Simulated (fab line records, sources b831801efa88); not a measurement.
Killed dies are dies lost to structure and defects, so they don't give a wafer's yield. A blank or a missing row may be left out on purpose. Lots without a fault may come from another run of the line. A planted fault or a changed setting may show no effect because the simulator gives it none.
Which tool did it? | flow sky130 | 7 lots, 21 wafers sampled, at 1 step of a route of 708

WHAT THE GAUGES READ, wafer by wafer
SKY_FIELD_ISO_CD_MEAS_13: target cd 150 nm.
lot  | measured    | on        | cd_nm (nm)
L417 | day 2 15:31 | cd_sem-02 | 152.8 152.6 152.8
L419 | day 3 03:04 | cd_sem-01 | 150.6 150.5 150.2
L424 | day 4 08:44 | cd_sem-02 | 150.6 150.5 149.7
L430 | day 5 12:53 | cd_sem-02 | 150.6 152.5 150.5
L434 | day 6 10:16 | cd_sem-02 | 149.9 149.7 148.6
L436 | day 6 17:14 | cd_sem-02 | 149.0 149.6 149.5
L438 | day 7 08:46 | cd_sem-02 | 151.8 152.5 152.0

WHICH TOOL RAN EACH LOT (tool, then ch and the chambers of the sampled wafers, then the start)
The record holds no process step before these readings.

THE ANSWER, worked out from the rows above alone
Rule: what is usual is taken from the lots themselves. Put in order of their means at a reading, lots are off if they are a third of the lots or fewer, leave a main group of 4 or more, and stand apart from it by a gap of 3 or more times the standard deviation of the main group's means; of several such gaps the widest counts. A main group whose means are all the same, to the digits that the tables above print for the reading, isn't used. A lot without any number at a reading at which 4 lots or more have one is off too. The other lots that the step has rows for count as sound.
No lot is off at any reading shown: from this, nothing can be told.

WHAT THE SIMULATOR HAD PUT IN
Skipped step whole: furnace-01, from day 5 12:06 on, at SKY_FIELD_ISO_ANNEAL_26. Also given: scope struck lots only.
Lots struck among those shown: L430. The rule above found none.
